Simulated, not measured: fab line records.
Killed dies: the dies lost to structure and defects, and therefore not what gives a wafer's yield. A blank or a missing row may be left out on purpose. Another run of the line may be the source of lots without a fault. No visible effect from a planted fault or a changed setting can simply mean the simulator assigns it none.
Which tool did it? :: flow gf180mcu :: 7 lots with 21 wafers sampled at 2 steps, on a route of 602 steps

WHAT EACH GAUGE READ, for each wafer
GF_POLY_GATE_CD_MEAS_18.
lot: L257
measured: day 9 17:15
on: cd_sem-01
cd_nm (nm): 283.6 280.8 281.6

lot: L262
measured: day 11 01:38
on: cd_sem-02
cd_nm (nm): 277.4 281.0 279.0

lot: L268
measured: day 12 23:25
on: cd_sem-02
cd_nm (nm): 282.4 279.1 280.7

lot: L272
measured: day 14 13:16
on: cd_sem-02
cd_nm (nm): 280.3 279.2 278.7

lot: L275
measured: day 15 07:56
on: cd_sem-02
cd_nm (nm): 281.9 279.1 280.5

lot: L276
measured: day 15 14:46
on: cd_sem-02
cd_nm (nm): 280.6 278.8 278.9

lot: L279
measured: day 16 09:03
on: cd_sem-01
cd_nm (nm): 280.1 282.3 281.2

TOOL THAT RAN EACH LOT (tool first, then ch and the chambers of the sampled wafers, then the start)
lot: L257
GF_VT_IMPLANT_STRIP_09: plasma_asher-01 ch 0, day 5 23:27

lot: L262
GF_VT_IMPLANT_STRIP_09: plasma_asher-01 ch 0,1, day 7 03:22

lot: L268
GF_VT_IMPLANT_STRIP_09: plasma_asher-04 ch 0,1, day 8 13:14

lot: L272
GF_VT_IMPLANT_STRIP_09: plasma_asher-04 ch 0,1, day 10 04:47

lot: L275
GF_VT_IMPLANT_STRIP_09: plasma_asher-02 ch 0,1, day 10 19:47

lot: L276
GF_VT_IMPLANT_STRIP_09: plasma_asher-02 ch 0,1, day 11 01:59

lot: L279
GF_VT_IMPLANT_STRIP_09: plasma_asher-02 ch 0,1, day 11 16:20
- GF_VT_IMPLANT_STRIP_09: strips in O2/N2.

THE ANSWER, worked out from the rows above alone
Rule: the lots themselves supply what counts as usual. Put in order of their means at a reading, lots are off if they are a third of the lots or fewer, leave a main group of 4 or more, and stand apart from it by a gap of 3 or more times the standard deviation of the main group's means; of several such gaps the widest counts. A main group whose means are all the same, to the digits that the tables above print for the reading, isn't used. A lot without any number at a reading at which 4 lots or more have one is off too. The other lots that the step has rows for count as sound.
Across all readings shown, no lot is off: no conclusion can be drawn from this.

WHAT THE SIMULATOR PUT IN
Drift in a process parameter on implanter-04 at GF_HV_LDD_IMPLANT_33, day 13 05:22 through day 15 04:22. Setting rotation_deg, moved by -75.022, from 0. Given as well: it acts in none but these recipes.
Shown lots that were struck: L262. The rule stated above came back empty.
